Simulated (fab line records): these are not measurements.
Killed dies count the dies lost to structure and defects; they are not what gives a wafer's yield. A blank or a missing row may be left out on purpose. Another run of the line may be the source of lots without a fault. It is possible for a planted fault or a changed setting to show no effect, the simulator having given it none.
The tool behind it: which one? -- flow gf180mcu -- 14 lots, 42 wafers sampled, at 3 steps of a route of 602

WHAT THE GAUGES SHOWED, per wafer
GF_CONTACT_THK_MEAS_26: measures by xrf. Usual: for CONTACT_W_THK the level is 303 nm and the standard deviation is 4.4.
lot,measured,on,CONTACT_W_THK (nm),flag
L663,day 16 17:40,film-metro-04,301 310 310,
L664,day 16 17:59,film-metro-02,306 310 309,
L665,day 17 06:05,film-metro-02,304 306 305,
L666,day 17 13:06,film-metro-02,304 309 309,
L667,day 17 18:55,film-metro-04,306 311 307,
L668,day 17 20:29,film-metro-02,313 306 308,
L669,day 18 09:44,film-metro-01,297 305 304,
L670,day 18 16:34,film-metro-02,305 301 301,
L671,day 19 06:17,film-metro-02,300 298 298,
L673,day 20 04:32,film-metro-02,301 301 305,
L679,day 21 22:41,film-metro-04,306 301 309,
L681,day 22 15:02,film-metro-04,306 302 302,
L683,day 23 09:25,film-metro-02,307 312 312,
L686,day 24 08:04,film-metro-01,297 296 296,

TOOL THAT RAN EACH LOT (tool first, then ch and the chambers of the sampled wafers, then the start)
lot,GF_DNWELL_IMPLANT_07,GF_CONTACT_CVD_24
L663,"implanter-03 ch 0, day 3 02:47","cvd-w-01 ch 0,1, day 16 17:28"
L664,"implanter-04 ch 0, day 3 02:57","cvd-w-01 ch 0,1, day 16 17:46"
L665,"implanter-03 ch 0, day 3 09:49","cvd-w-02 ch 0,1, day 17 05:52"
L666,"implanter-04 ch 0, day 3 15:55","cvd-w-01 ch 1, day 17 12:52"
L667,"implanter-02 ch 0, day 3 18:17","cvd-w-01 ch 0, day 17 18:41"
L668,"implanter-02 ch 0, day 3 22:45","cvd-w-01 ch 0,1, day 17 20:17"
L669,"implanter-03 ch 0, day 4 04:11","cvd-w-02 ch 0,1, day 18 09:31"
L670,"implanter-03 ch 0, day 4 07:39","cvd-w-02 ch 0,1, day 18 16:20"
L671,"implanter-02 ch 0, day 4 15:36","cvd-w-02 ch 0,1, day 19 06:04"
L673,"implanter-02 ch 0, day 5 02:25","cvd-w-01 ch 0,1, day 20 04:18"
L679,"implanter-03 ch 0, day 6 05:49","cvd-w-01 ch 0,1, day 21 22:28"
L681,"implanter-03 ch 0, day 6 17:11","cvd-w-01 ch 0,1, day 22 14:49"
L683,"implanter-04 ch 0, day 7 05:28","cvd-w-01 ch 0,1, day 23 09:11"
L686,"implanter-04 ch 0, day 7 20:30","cvd-w-02 ch 0,1, day 24 07:51"
- GF_DNWELL_IMPLANT_07
- GF_CONTACT_CVD_24: deposits W, target thk 300 nm, time 90.339 s.

AS READ BY THE TOOLS THEMSELVES (means over the sampled wafers that have a number; for cases with no such wafer, the mark the record gives instead)
GF_DNWELL_IMPLANT_07. Usual: beam-energy-keV 1500.1, standard deviation 0.58; dose-ions-cm2 9.999e+12, standard deviation 1e+10.
lot,tool,beam-energy-keV,dose-ions-cm2,flag
L663,implanter-03,1500.3,1.000e+13,
L664,implanter-04,1499.3,9.987e+12,
L665,implanter-03,1500.3,1.001e+13,
L666,implanter-04,1500.4,1.001e+13,
L667,implanter-02,1500.5,1.000e+13,
L668,implanter-02,1500.4,9.994e+12,
L669,implanter-03,1499.6,9.989e+12,
L670,implanter-03,1500.3,9.992e+12,
L671,implanter-02,1499.5,1.000e+13,
L673,implanter-02,1500.3,1.000e+13,
L679,implanter-03,1612.8,1.001e+13,OFF
L681,implanter-03,1612.7,1.000e+13,OFF
L683,implanter-04,1500.0,1.000e+13,
L686,implanter-04,1500.5,9.996e+12,

GF_CONTACT_CVD_24. Usual: heater-power-w at 773 W, with a standard deviation of 41.
lot,tool,heater-power-w (W),flag
L663,cvd-w-01,795,
L664,cvd-w-01,799,
L665,cvd-w-02,794,
L666,cvd-w-01,744,
L667,cvd-w-01,829,
L668,cvd-w-01,771,
L669,cvd-w-02,764,
L670,cvd-w-02,749,
L671,cvd-w-02,745,
L673,cvd-w-01,770,
L679,cvd-w-01,796,
L681,cvd-w-01,805,
L683,cvd-w-01,794,
L686,cvd-w-02,774,

THE ANSWER, worked out from the rows above alone
Rule: take the mean of a lot's wafers that have a number; if it is more than 3 standard deviations from the usual mean, the lot is off. Also off: a lot with no number at a reading for which 4 or more lots have one. Where the step has rows for the other lots, those lots are counted as sound. After the gauges, taken in route order, come the tools' own readings; for these a lot's mean is taken, as printed above. At the first step where some lot is off, the reading lying furthest off is the one used; lots without a number count as furthest.
Off, at GF_DNWELL_IMPLANT_07 on beam-energy-keV: L679, L681.
If a tool, at that step or one of the process steps before it, ran each lot that is off and ran no sound lot following the first of them, it fits. One fits: implanter-03 at GF_DNWELL_IMPLANT_07. A fault onset in the window from L670 (day 4 07:39, its last sound lot) to L679 (day 6 05:49, its first lot off) fits.
The tool's own readings at GF_DNWELL_IMPLANT_07 bear it out: on the lots that are off they differ by more than 5 times the standard deviation of the sound lots' means. beam-energy-keV reads 1612.8 there against 1500.1 on the sound lots.

WHAT THE SIMULATOR PUT IN
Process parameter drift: implanter-03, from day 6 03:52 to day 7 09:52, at GF_DNWELL_IMPLANT_07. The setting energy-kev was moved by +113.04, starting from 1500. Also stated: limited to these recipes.
Struck lots among those shown: L679, L681. This agrees with what the rule above found.
